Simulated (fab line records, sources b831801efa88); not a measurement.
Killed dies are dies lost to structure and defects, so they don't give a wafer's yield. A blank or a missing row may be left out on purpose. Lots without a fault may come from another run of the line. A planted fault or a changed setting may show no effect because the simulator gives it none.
fab line records | flow sky130 | part 2 of 2: steps 25 to 33 of 33
record lots=5 wafers=15 last_day=49
route steps=708 shown NWELL@71 PWDE@84 VT_ADJUST_HVTP@85 VT_ADJUST_LVTN@97
lots that met no fault: from a run of the same line without faults
start_h: hours from the record's first day to the start of the lot's first wafer shown | wait_h: hours since the lot's step before | " the same as in the row above | L1.1+2: a row that stands for several wafers | - no value, or no start given | * or withheld: withheld | < > ~ a bound
route shown NAME@n: a module of which the file shows steps, and the number in the route of the first | usual: mean/standard deviation of fault-free wafers | same: alike in all rows | chamber/n: place in a boat | sites: the reading at each site | _std_site: their standard deviation | _edge_site: outer sites' mean less inner sites' | radius_mm: how far each site lies from the wafer's centre | mask NAME#n: copy n | behind: the tool/chamber that last shaped the wafer | hold: why the lot was held/for how many hours/how that ended | device: the transistor (n, p or np) that didn't switch | end of line: the same wafers' tests at the end of the route | a step without rows: its recipe alone | killed: dies lost to structure and defects at the first sort, not the wafer's yield | map: a wafer's dies, x killed, . not, _ none there
set.NAME: the setting as run; set.NAME@STEP: as run at that earlier step | model.NAME: the simulator's own value behind a step, which no gauge read
lots at some steps of the route; a table a step, a row a wafer
services: from which hour (start_h, from the record's first day; less than 0 if before it) a tool's chamber was out of use, for how many hours, and why
## steps
# step SKY_VT_ADJUST_HVTP_TW_MEAS_11
# usual VT_ADJUST_HVTP_TW=1363/7.6
# columns lot.wafer tool chamber start_h wait_h VT_ADJUST_HVTP_TW
L077.1 film_metro-04 - 136.46 0.1 1356
L077.3 " - " " 1364
L077.6 " - " " 1360
L084.1 film_metro-01 - 182.96 0.1 1352
L084.2 " - " " 1351
L084.4 " - " " 1359
L087.1 film_metro-04 - 206.86 0.1 1349
L087.3 " - " " 1350
L087.4 " - " " 1350
L090.1 film_metro-03 - 225.26 0.1 1367
L090.2 " - " " 1371
L090.5 " - " " 1370
L094.1 film_metro-01 - 254.86 0.1 1371
L094.3 " - " " 1376
L094.5 " - " " 1367
# step SKY_VT_ADJUST_LVTN_DEHYDRATE_00
# recipe temp_c=200 time_s=60
# usual chill_plate_temp_C=23.00/0.11
# columns lot.wafer tool chamber start_h wait_h chill_plate_temp_C
L077.1 litho_track-04 0 144.90 8.4 22.91
L077.3 " 0 " " 22.79
L077.6 " 0 " " 22.86
L084.1 litho_track-04 0 192.95 10.0 23.22
L084.2 " 0 " " 23.07
L084.4 " 0 " " 23.03
L087.1 litho_track-03 0 217.30 10.4 23.01
L087.3 " 0 " " 22.93
L087.4 " 0 " " 22.90
L090.1 litho_track-04 0 235.70 10.4 22.91
L090.2 " 0 " " 22.98
L090.5 " 0 " " 23.10
L094.1 litho_track-04 0 265.65 10.8 23.01
L094.3 " 0 " " 22.96
L094.5 " 0 " " 22.94
# step SKY_VT_ADJUST_LVTN_HMDS_01
# recipe prime_time_s=60 prime_temp_c=120
# usual chill_plate_temp_C=23.00/0.099
# same prime_time_s=60
# columns lot.wafer tool chamber start_h wait_h chill_plate_temp_C
L077.1 litho_track-04 0 145.05 0.1 22.88
L077.3 " 0 " " 22.83
L077.6 " 0 " " 23.03
L084.1 litho_track-04 0 193.10 0.1 23.16
L084.2 " 0 " " 23.16
L084.4 " 0 " " 22.96
L087.1 litho_track-03 0 217.45 0.1 23.09
L087.3 " 0 " " 23.15
L087.4 " 0 " " 22.88
L090.1 litho_track-04 0 235.85 0.1 23.11
L090.2 " 0 " " 22.95
L090.5 " 0 " " 22.94
L094.1 litho_track-04 0 265.80 0.1 23.10
L094.3 " 0 " " 22.97
L094.5 " 0 " " 22.94
# step SKY_VT_ADJUST_LVTN_COAT_02
# recipe spin_rpm=2000 resist_thk_nm=3000
# usual chill_plate_temp_C=22.99/0.12
# columns lot.wafer tool chamber start_h wait_h chill_plate_temp_C
L077.1 litho_track-04 0 145.20 0.1 22.88
L077.3 " 0 " " 22.76
L077.6 " 0 " " 22.68
L084.1 litho_track-04 0 193.25 0.1 23.14
L084.2 " 0 " " 22.79
L084.4 " 0 " " 23.01
L087.1 litho_track-03 0 217.60 0.1 22.89
L087.3 " 0 " " 22.92
L087.4 " 0 " " 22.99
L090.1 litho_track-04 0 236.00 0.1 23.03
L090.2 " 0 " " 22.92
L090.5 " 0 " " 23.05
L094.1 litho_track-04 0 265.95 0.1 23.05
L094.3 " 0 " " 23.10
L094.5 " 0 " " 23.19
# step SKY_VT_ADJUST_LVTN_SOFTBAKE_03
# recipe temp_c=110 time_s=withheld
# usual chill_plate_temp_C=22.99/0.11
# columns lot.wafer tool chamber start_h wait_h chill_plate_temp_C
L077.1 litho_track-04 0 145.35 0.1 22.92
L077.3 " 0 " " 22.93
L077.6 " 0 " " 22.95
L084.1 litho_track-04 0 193.40 0.1 23.00
L084.2 " 0 " " 22.97
L084.4 " 0 " " 22.98
L087.1 litho_track-03 0 217.75 0.1 23.09
L087.3 " 0 " " 22.97
L087.4 " 0 " " 23.20
L090.1 litho_track-04 0 236.15 0.1 22.93
L090.2 " 0 " " 23.08
L090.5 " 0 " " 22.91
L094.1 litho_track-04 0 266.10 0.1 23.16
L094.3 " 0 " " 22.94
L094.5 " 0 " " 23.05
# step SKY_VT_ADJUST_LVTN_EXPOSE_04
# recipe mask_id=NWM_COMPLEMENT_LESS_NATIVE na=0.6 source_shape=conventional sigma_outer=0.6 polarization=unpolarized target_cd_nm=840 dose_mj=194
# usual stage_vel_mm_s=500.00/0.24
# columns lot.wafer tool chamber start_h wait_h mask stage_vel_mm_s
L077.1 iline_stepper-02 0 - - NWM_COMPLEMENT_LESS_NATIVE#0 500.08
L077.3 " 0 " " NWM_COMPLEMENT_LESS_NATIVE#0 500.12
L077.6 " 0 " " NWM_COMPLEMENT_LESS_NATIVE#0 499.98
L084.1 iline_stepper-01 0 - - NWM_COMPLEMENT_LESS_NATIVE#0 500.07
L084.2 " 0 " " NWM_COMPLEMENT_LESS_NATIVE#0 500.30
L084.4 " 0 " " NWM_COMPLEMENT_LESS_NATIVE#0 499.89
L087.1 iline_stepper-02 0 - - NWM_COMPLEMENT_LESS_NATIVE#0 499.75
L087.3 " 0 " " NWM_COMPLEMENT_LESS_NATIVE#0 499.72
L087.4 " 0 " " NWM_COMPLEMENT_LESS_NATIVE#0 499.69
L090.1 iline_stepper-02 0 - - NWM_COMPLEMENT_LESS_NATIVE#0 500.42
L090.2 " 0 " " NWM_COMPLEMENT_LESS_NATIVE#0 500.26
L090.5 " 0 " " NWM_COMPLEMENT_LESS_NATIVE#0 500.30
L094.1 iline_stepper-02 0 - - NWM_COMPLEMENT_LESS_NATIVE#0 499.66
L094.3 " 0 " " NWM_COMPLEMENT_LESS_NATIVE#0 499.84
L094.5 " 0 " " NWM_COMPLEMENT_LESS_NATIVE#0 499.78
# step SKY_VT_ADJUST_LVTN_PEB_05
# recipe temp_c=115 time_s=withheld
# usual chill_plate_temp_C=22.98/0.11
# columns lot.wafer tool chamber start_h wait_h chill_plate_temp_C
L077.1 litho_track-01 0 - - 23.05
L077.3 " 0 " " 23.03
L077.6 " 0 " " 23.15
L084.1 litho_track-04 0 - - 22.97
L084.2 " 0 " " 22.89
L084.4 " 0 " " 22.99
L087.1 litho_track-01 0 - - 23.21
L087.3 " 0 " " 22.98
L087.4 " 0 " " 23.14
L090.1 litho_track-04 0 - - 23.02
L090.2 " 0 " " 22.90
L090.5 " 0 " " 23.07
L094.1 litho_track-03 0 - - 22.91
L094.3 " 0 " " 23.06
L094.5 " 0 " " 22.85
# step SKY_VT_ADJUST_LVTN_DEVELOP_06
# recipe wall_angle_deg=90 developer=TMAH develop_time_s=60 dev_temp_c=23
# usual chill_plate_temp_C=23.01/0.093
# columns lot.wafer tool chamber start_h wait_h chill_plate_temp_C
L077.1 litho_track-01 0 - - 23.19
L077.3 " 0 " " 22.94
L077.6 " 0 " " 23.10
L084.1 litho_track-04 0 - - 23.05
L084.2 " 0 " " 23.01
L084.4 " 0 " " 23.15
L087.1 litho_track-01 0 - - 22.91
L087.3 " 0 " " 23.10
L087.4 " 0 " " 23.01
L090.1 litho_track-04 0 - - 23.00
L090.2 " 0 " " 23.21
L090.5 " 0 " " 23.16
L094.1 litho_track-03 0 - - 23.04
L094.3 " 0 " " 23.01
L094.5 " 0 " " 22.97
# step SKY_VT_ADJUST_LVTN_OVL_MEAS_07
# usual VT_ADJUST_LVTN_OVL=-1.0/1.2
# columns lot.wafer tool chamber start_h wait_h VT_ADJUST_LVTN_OVL[nm]
L077.1 overlay-01 - 155.26 - 0.6
L077.3 " - " " -0.5
L077.6 " - " " -0.4
L084.1 overlay-02 - 204.40 - -1.4
L084.2 " - " " -1.5
L084.4 " - " " -1.6
L087.1 overlay-01 - 228.96 - -0.1
L087.3 " - " " 1.3
L087.4 " - " " -0.1
L090.1 overlay-02 - 247.95 - -1.4
L090.2 " - " " 0.4
L090.5 " - " " 0.2
L094.1 overlay-01 - 278.50 - -0.2
L094.3 " - " " -1.3
L094.5 " - " " -0.7
## services
# columns tool chamber start_h hours kind
implanter-04 - 88.33 5.7 repair
implanter-03 - 90.07 76.6 pm
implanter-02 - 101.48 5.1 repair
implanter-01 - 105.45 2.0 repair
plasma_asher-04 - 108.75 9.0 pm
plasma_asher-03 - 124.51 0.5 repair
implanter-01 - 125.32 23.5 pm
iline_stepper-02 - 126.94 1.7 pm
iline_stepper-01 - 153.73 1.7 pm
plasma_asher-04 - 160.57 2.8 repair
iline_stepper-01 - 168.20 5.2 repair
implanter-01 - 175.24 4.0 repair
iline_stepper-01 - 180.88 3.0 repair
implanter-01 - 188.42 3.1 repair
implanter-04 - 196.25 0.5 repair
implanter-03 - 199.62 2.5 repair
iline_stepper-01 - 212.50 7.9 repair
implanter-04 - 218.58 2.1 pm
implanter-03 - 220.40 5.0 pm
implanter-01 - 230.74 1.0 repair
plasma_asher-01 - 247.52 18.3 repair
implanter-02 - 259.48 3.7 repair
implanter-02 - 265.69 1.8 repair
rtp_anneal-01 - 274.52 6.2 pm
